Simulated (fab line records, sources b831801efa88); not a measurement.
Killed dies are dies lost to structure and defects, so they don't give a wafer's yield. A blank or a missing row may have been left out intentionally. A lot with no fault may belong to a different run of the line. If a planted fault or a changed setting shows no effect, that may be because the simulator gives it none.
fab line records ; flow sky130
record lots=7; wafers=21; last_day=50
route steps=708 shown VT_ADJUST_LVTN@102
lots untouched by any fault: they come from a run of this same line in which no faults occurred
start_h: hours from the record's first day to the start of the lot's first wafer shown ; wait_h: time in hours since the lot's previous step ; " repeats the value in the row above ; L1.1+2: one row covering several wafers at once ; - either no value or no given start ; * or withheld: withheld ; < > ~ a bound
route shown NAME@n: names a module that has steps shown in the file, with the first one's number in the route ; usual: mean/standard deviation of fault-free wafers ; same: alike in all rows ; chamber/n: place in a boat ; sites: the reading at each site ; _std_site: standard deviation of those values ; _edge_site: outer sites' mean less inner sites' ; radius_mm: how far each site lies from the wafer's centre ; mask NAME#n: copy n ; behind: the most recent tool/chamber to have shaped the wafer ; hold: why the lot went on hold/how many hours it stayed there/how the hold came to an end ; device: the n, p or np transistor that did not switch ; end of line: the route-end tests of the same wafers ; a step given without rows: its recipe and nothing more ; killed: the dies lost at the first sort to structure and to defects; this is not the yield of the wafer ; map: a wafer's dies, marking killed ones x, the rest . and places with no die _
set.NAME: the setting that was run; set.NAME@STEP: the one run at that earlier step ; model.NAME: the simulator's own value behind a step, which no gauge read
certain route steps with their lots: each step a table, each wafer a row
services: when a tool's chamber went out of use (start_h, in hours from the record's first day, below 0 if earlier), for how many hours, and the reason
## steps
# step SKY_VT_ADJUST_LVTN_PEB_05
# recipe temp_c=115; time_s=withheld
# step SKY_VT_ADJUST_LVTN_DEVELOP_06
# recipe wall_angle_deg=90; developer=TMAH; develop_time_s=60; dev_temp_c=23
# step SKY_VT_ADJUST_LVTN_OVL_MEAS_07
# usual VT_ADJUST_LVTN_OVL=0.8/1.2
lot.wafer;tool;chamber;start_h;wait_h;VT_ADJUST_LVTN_OVL[nm]
L919.2;overlay-01;-;155.85;-;1.5
L919.4;overlay-01;-;155.85;-;-0.4
L919.6;overlay-01;-;155.85;-;0.7
L931.1;overlay-01;-;223.67;-;-0.5
L931.3;overlay-01;-;223.67;-;-1.4
L931.4;overlay-01;-;223.67;-;1.0
L932.4;overlay-02;-;232.79;-;0.6
L932.5;overlay-02;-;232.79;-;-0.8
L932.6;overlay-02;-;232.79;-;0.6
L933.1;overlay-02;-;243.94;-;0.6
L933.2;overlay-02;-;243.94;-;1.7
L933.3;overlay-02;-;243.94;-;0.1
L934.1;overlay-01;-;245.42;-;0.0
L934.2;overlay-01;-;245.42;-;3.3
L934.4;overlay-01;-;245.42;-;3.5
L935.4;overlay-01;-;248.16;-;2.0
L935.5;overlay-01;-;248.16;-;0.1
L935.6;overlay-01;-;248.16;-;0.1
L939.3;overlay-01;-;275.60;-;1.2
L939.4;overlay-01;-;275.60;-;-0.2
L939.6;overlay-01;-;275.60;-;1.5
# step SKY_VT_ADJUST_LVTN_IMPLANT_08
# recipe species=B; energy_kev=30; dose_cm2=1.57e+12; tilt_deg=withheld
# step SKY_VT_ADJUST_LVTN_STRIP_09
# recipe chemistry=O2/N2; power_w=1400; pressure_mtorr=1500; platen_temp_c=withheld; o2_flow_sccm=3000; n2_flow_sccm=300; overash_fraction=0.5
# usual drypump_motor_current_A=5.71/0.25; o2_flow_sccm=3000/8.7; oes_product_au=0.722/0.0047; strip_time_to_endpoint_s=36.94/0.085
lot.wafer;tool;chamber;start_h;wait_h;drypump_motor_current_A;o2_flow_sccm;oes_product_au;rf_hours_counter_h;strip_time_to_endpoint_s
L919.2;plasma_asher-02;1;156.03;0.1;5.38;3005;0.725;50;36.95
L919.4;plasma_asher-02;0;156.03;0.1;5.76;3005;0.719;-;36.99
L919.6;plasma_asher-02;0;156.03;0.1;5.75;3006;0.718;-;36.93
L931.1;plasma_asher-04;1;223.86;0.1;5.84;3004;0.721;9;36.89
L931.3;plasma_asher-04;0;223.86;0.1;5.66;3014;0.725;-;36.94
L931.4;plasma_asher-04;1;223.86;0.1;5.83;3007;0.711;-;36.91
L932.4;plasma_asher-04;0;232.99;0.1;5.71;3003;0.727;-;36.84
L932.5;plasma_asher-04;1;232.99;0.1;5.86;2990;0.734;-;36.84
L932.6;plasma_asher-04;0;232.99;0.1;5.70;2996;0.717;-;36.89
L933.1;plasma_asher-04;0;244.13;0.1;5.68;2989;0.718;11;36.91
L933.2;plasma_asher-04;1;244.13;0.1;5.85;3011;0.721;11;36.89
L933.3;plasma_asher-04;0;244.13;0.1;5.71;3010;0.723;-;36.95
L934.1;plasma_asher-04;1;245.61;0.1;5.83;2985;0.720;11;36.97
L934.2;plasma_asher-04;0;245.61;0.1;5.69;2996;0.728;11;36.86
L934.4;plasma_asher-04;0;245.61;0.1;5.68;3000;0.718;-;36.90
L935.4;plasma_asher-03;1;248.36;0.1;6.24;3015;0.721;-;37.04
L935.5;plasma_asher-03;0;248.36;0.1;5.93;3006;0.725;-;37.01
L935.6;plasma_asher-03;1;248.36;0.1;6.22;3016;0.724;-;37.05
L939.3;plasma_asher-04;0;275.81;0.1;5.70;3006;0.727;-;36.89
L939.4;plasma_asher-04;1;275.81;0.1;5.85;3006;0.718;-;36.80
L939.6;plasma_asher-04;0;275.81;0.1;5.71;2993;0.720;-;36.87
# step SKY_VT_ADJUST_LVTN_TW_MEAS_10
# usual VT_ADJUST_LVTN_TW=241.6/1.2
lot.wafer;tool;chamber;start_h;wait_h;VT_ADJUST_LVTN_TW
L919.2;film_metro-01;-;156.14;0.1;240.8
L919.4;film_metro-01;-;156.14;0.1;241.4
L919.6;film_metro-01;-;156.14;0.1;241.4
L931.1;film_metro-01;-;223.96;0.1;241.2
L931.3;film_metro-01;-;223.96;0.1;240.1
L931.4;film_metro-01;-;223.96;0.1;241.5
L932.4;film_metro-03;-;233.09;0.1;241.6
L932.5;film_metro-03;-;233.09;0.1;241.2
L932.6;film_metro-03;-;233.09;0.1;242.7
L933.1;film_metro-01;-;244.23;0.1;242.0
L933.2;film_metro-01;-;244.23;0.1;242.5
L933.3;film_metro-01;-;244.23;0.1;242.9
L934.1;film_metro-01;-;245.71;0.1;242.1
L934.2;film_metro-01;-;245.71;0.1;241.2
L934.4;film_metro-01;-;245.71;0.1;241.5
L935.4;film_metro-01;-;248.46;0.1;241.3
L935.5;film_metro-01;-;248.46;0.1;240.8
L935.6;film_metro-01;-;248.46;0.1;242.2
L939.3;film_metro-01;-;275.90;0.1;239.9
L939.4;film_metro-01;-;275.90;0.1;240.7
L939.6;film_metro-01;-;275.90;0.1;240.4
# step SKY_VT_ADJUST_LVTN_DEHYDRATE_11
# recipe temp_c=200; time_s=60
# step SKY_VT_ADJUST_LVTN_HMDS_12
# recipe prime_time_s=60; prime_temp_c=120
# step SKY_VT_ADJUST_LVTN_COAT_13
# recipe resist=NOVOLAK; spin_rpm=3000; resist_thk_nm=1140
# step SKY_VT_ADJUST_LVTN_SOFTBAKE_14
# recipe temp_c=90; time_s=60; resist=NOVOLAK
# step SKY_VT_ADJUST_LVTN_EXPOSE_15
# recipe mask_id=HVN_STD_DERIVED; na=0.6; source_shape=conventional; sigma_outer=0.6; polarization=unpolarized; target_cd_nm=600; dose_mj=163
# step SKY_VT_ADJUST_LVTN_PEB_16
# recipe temp_c=withheld; time_s=*; resist=NOVOLAK
# step SKY_VT_ADJUST_LVTN_DEVELOP_17
# recipe resist=NOVOLAK; developer=TMAH; develop_time_s=60; dev_temp_c=23
# usual chill_plate_temp_C=23.00/0.098; develop_time_s=60/0
lot.wafer;tool;chamber;start_h;wait_h;chill_plate_temp_C;develop_time_s
L919.2;litho_track-04;0;175.87;0.1;22.96;60
L919.4;litho_track-04;0;175.87;0.1;22.85;60
L919.6;litho_track-04;0;175.87;0.1;22.87;60
L931.1;litho_track-01;-;246.49;0.1;-;-
L931.3;litho_track-01;-;246.49;0.1;-;-
L931.4;litho_track-01;-;246.49;0.1;-;-
L932.4;litho_track-01;-;256.12;0.1;-;-
L932.5;litho_track-01;-;256.12;0.1;-;-
L932.6;litho_track-01;-;256.12;0.1;-;-
L933.1;litho_track-02;-;268.12;0.1;-;-
L933.2;litho_track-02;-;268.12;0.1;-;-
L933.3;litho_track-02;-;268.12;0.1;-;-
L934.1;litho_track-04;0;269.19;0.1;23.00;60
L934.2;litho_track-04;0;269.19;0.1;22.99;60
L934.4;litho_track-04;0;269.19;0.1;23.05;60
L935.4;litho_track-02;0;271.85;0.1;22.96;60
L935.5;litho_track-02;0;271.85;0.1;22.91;60
L935.6;litho_track-02;0;271.85;0.1;23.00;60
L939.3;litho_track-02;0;300.47;0.1;22.89;60
L939.4;litho_track-02;0;300.47;0.1;22.92;60
L939.6;litho_track-02;0;300.47;0.1;23.03;60
# step SKY_VT_ADJUST_LVTN_OVL_MEAS_18
# usual VT_ADJUST_LVTN_01_OVL=1.4/1.3
lot.wafer;tool;chamber;start_h;wait_h;VT_ADJUST_LVTN_01_OVL[nm]
L919.2;overlay-01;-;176.00;0.1;2.5
L919.4;overlay-01;-;176.00;0.1;1.3
L919.6;overlay-01;-;176.00;0.1;1.9
L931.1;overlay-02;-;246.64;0.1;-
L931.3;overlay-02;-;246.64;0.1;-
L931.4;overlay-02;-;246.64;0.1;-
L932.4;overlay-02;-;256.21;0.1;-
L932.5;overlay-02;-;256.21;0.1;-
L932.6;overlay-02;-;256.21;0.1;-
L933.1;overlay-01;-;268.27;0.1;-
L933.2;overlay-01;-;268.27;0.1;-
L933.3;overlay-01;-;268.27;0.1;-
L934.1;overlay-01;-;269.34;0.1;2.7
L934.2;overlay-01;-;269.34;0.1;2.4
L934.4;overlay-01;-;269.34;0.1;4.1
L935.4;overlay-02;-;271.94;0.1;2.0
L935.5;overlay-02;-;271.94;0.1;3.2
L935.6;overlay-02;-;271.94;0.1;1.0
L939.3;overlay-02;-;300.59;0.1;-0.1
L939.4;overlay-02;-;300.59;0.1;-0.5
L939.6;overlay-02;-;300.59;0.1;0.9
## services
tool;chamber;start_h;hours;kind
plasma_asher-04;-;164.77;7.4;repair
plasma_asher-02;-;257.80;2.0;repair
plasma_asher-02;-;295.26;3.8;repair
## key
first_sign step=SKY_VT_ADJUST_LVTN_DEVELOP_17; reading=tool_record; direction=missing
effect none on later readings
met_at SKY_VT_ADJUST_LVTN_DEVELOP_17
struck_wafers L931.1,L931.3,L931.4,L932.4,L932.5,L932.6,L933.1,L933.2,L933.3
sort_left_out L931.1,L931.3,L931.4,L932.4,L932.5,L932.6,L933.1,L933.2,L933.3
tester_left_out L931,L932,L933
fault kind=skipped_step_whole; tool=litho_track-01,litho_track-02; chamber=-; onset_h=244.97; steps=SKY_VT_ADJUST_LVTN_DEVELOP_17; scope=struck_lots_only
# tester_left_out: of these lots the tester's yield and bins aren't shown, on N5 and GAA mostly nor the transistor test; their killed dies are dies lost to structure and defects alone, not to doping, threshold or leakage, so they don't give the yield
# sort_left_out: the simulated sort isn't trusted on such a fault, so these wafers' sort isn't shown, and their yield isn't known
